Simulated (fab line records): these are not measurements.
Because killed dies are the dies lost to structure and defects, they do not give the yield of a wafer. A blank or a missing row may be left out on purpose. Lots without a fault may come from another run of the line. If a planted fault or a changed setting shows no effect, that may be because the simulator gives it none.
The same fault as seen by 2 desks + flow gf180mcu + only its own numbers are on each desk; what lay behind them is given at the end

## TOOL OWNER'S DESK, rie_diel-02
The tool's own readings at GF_PASSIVATION_ETCH_11 (etches the open film in CF4/O2, stops on TiN, target depth 1800 nm, time 400 s): means of the sampled wafers that have a number, for each lot that ran on this tool. The brackets show how far a lot's mean lies from the usual mean; more than 4 standard deviations puts the lot out of limits, marked OUT.
Columns: A = drypump_motor_current_A at GF_PASSIVATION_ETCH_11, usual 5.5 A; B = oes_product_au at GF_PASSIVATION_ETCH_11, usual 0.962 a.u.; C = rf_fwd_power_W at GF_PASSIVATION_ETCH_11, usual 798.9 W; D = run_length_s at GF_PASSIVATION_ETCH_11, usual 428.3 s; E = throttle_valve_pct at GF_PASSIVATION_ETCH_11, usual 5.959 %
| lot  | first seen here | A   | B                | C     | D                       | E     |
|------|-----------------|-----|------------------|-------|-------------------------|-------|
| L570 | day 29 15:05    | 5.8 | 0.956            | 800.6 | 428.3                   | 5.958 |
| L574 | day 30 15:20    | 5.7 | 0.957            | 798.5 | 428.4                   | 5.960 |
| L575 | day 31 01:41    | 5.6 | 0.964            | 800.1 | 428.7                   | 5.958 |
| L578 | day 31 21:23    | 5.4 | 0.964            | 798.7 | 428.4                   | 5.951 |
| L581 | day 32 17:29    | 5.4 | 0.892 (-9.9) OUT | 796.3 | 486.8 (+99 or more) OUT | 5.937 |
| L582 | day 32 19:38    | 5.8 | 0.885 (-11) OUT  | 796.8 | 486.8 (+99 or more) OUT | 5.935 |
Finding of this desk: L581, L582 out of limits; the first was L581 at day 32 17:29, on oes_product_au at GF_PASSIVATION_ETCH_11. L570, L574, L575, L578: within limits.

## THE METROLOGY DESK
Lot by lot, what the gauges showed, no matter which tool ran the lot: averages of those sampled wafers that carry a number. The brackets show how far a lot's mean lies from the usual mean; more than 4 standard deviations puts the lot out of limits, marked OUT.
Columns: A = cd_nm at GF_M3_CD_MEAS_14, usual 280.1 nm; B = PASSIVATION_CVD_00_THK at GF_PASSIVATION_THK_MEAS_01, usual 999 nm
| lot  | first seen here | A     | B    |
|------|-----------------|-------|------|
| L570 | day 22 03:26    | 278.4 | 1004 |
| L571 | day 22 10:27    | 281.1 | 994  |
| L574 | day 23 11:59    | 279.5 | 989  |
| L575 | day 24 00:10    | 280.6 | 1000 |
| L577 | day 24 20:29    | 280.3 | 1007 |
| L578 | day 25 01:24    | 278.9 | 1003 |
| L581 | day 26 00:32    | 281.6 | 1000 |
| L582 | day 26 03:48    | 279.0 | 990  |
| L584 | day 26 19:32    | 281.2 | 990  |
| L588 | day 27 21:29    | 279.3 | 1015 |
| L589 | day 28 09:29    | 280.8 | 1009 |
This desk found nothing out of limits on any of the 11 lots.

## TAKEN TOGETHER
An alarm could have come from the tool owner's desk at day 32 17:29, on L581, L582.
The metrology desk saw nothing out of limits.
The metrology desk holds a record of L581, L582, inside its limits.
Every lot named ran GF_PASSIVATION_ETCH_11 on rie_diel-02.

## WHAT WAS PUT IN BY THE SIMULATOR
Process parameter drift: rie_diel-02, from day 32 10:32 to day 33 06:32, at GF_PASSIVATION_ETCH_11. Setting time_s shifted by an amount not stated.
Struck lots among those shown: L581, L582.
Delay in hours, fault start to first out-of-limits reading, by desk: the tool owner's desk at 7.
